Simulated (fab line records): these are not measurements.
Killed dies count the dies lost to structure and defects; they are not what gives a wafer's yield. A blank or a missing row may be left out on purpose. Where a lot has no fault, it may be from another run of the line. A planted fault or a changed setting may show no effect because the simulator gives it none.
2 desks, one fault -- flow sky130 -- numbers are kept per desk, each desk with only its own; the story behind them comes last

## FROM THE METROLOGY DESK
Means of the sampled wafers that have a number, per lot and without regard to the tool the lot ran on: this is what the gauges read. A lot is out of limits, marked OUT, if its mean lies more than 4 standard deviations from the usual mean; the brackets give that distance.
Columns: A = CAPM_CVD_00_THK at SKY_CAPM_THK_MEAS_01, usual 15.44 nm
lot,first seen here,A
L744,day 36 15:56,15.32
L747,day 37 16:35,15.22
L749,day 37 20:44,15.24
L751,day 38 17:56,15.37
L753,day 39 00:34,15.32
L757,day 40 09:59,15.67
L758,day 40 15:11,15.40
L760,day 41 04:45,15.56
L762,day 42 03:26,15.60
L764,day 42 09:07,15.50
L765,day 42 14:53,15.35
This desk found nothing out of limits on any of the 11 lots.

## AT THE TOOL OWNER'S DESK: litho-track-04
The tool's own readings at SKY_METAL3_COAT_08 (resist thk 1140 nm): means of the sampled wafers that have a number, for each lot that ran on this tool. A lot is out of limits, marked OUT, if its mean lies more than 4 standard deviations from the usual mean; the brackets give that distance.
Columns: A = spin-speed-rpm at SKY_METAL3_COAT_08, usual 3000.1 rpm
lot,first seen here,A
L747,day 39 06:00,2998.7
L749,day 39 10:00,2574.7 (-99 or more) OUT
L751,day 40 07:00,2574.1 (-99 or more) OUT
L753,day 40 13:00,2574.4 (-99 or more) OUT
L762,day 43 13:00,3001.3
L765,day 44 02:00,2997.1
Finding of this desk: L749, L751, L753 out of limits; the first was L749 at day 39 10:00, on spin-speed-rpm at SKY_METAL3_COAT_08. L747, L762, L765 stayed within limits.

## PUT TOGETHER
The tool owner's desk could have raised an alarm at day 39 10:00, on L749, L751, L753.
Nothing out of limits was seen by the metrology desk.
The metrology desk holds a record of L749, L751, L753, inside its limits.
All the named lots went through SKY_METAL3_COAT_08 on litho-track-04.

## WHAT THE SIMULATOR HAD PUT IN
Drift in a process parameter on litho-track-04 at SKY_METAL3_COAT_08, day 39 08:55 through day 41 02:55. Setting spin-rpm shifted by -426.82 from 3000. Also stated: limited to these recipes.
Shown lots that were struck: L749, L751, L753.
Each desk's first reading out of limits, in hours after the fault started: the tool owner's desk, 1.
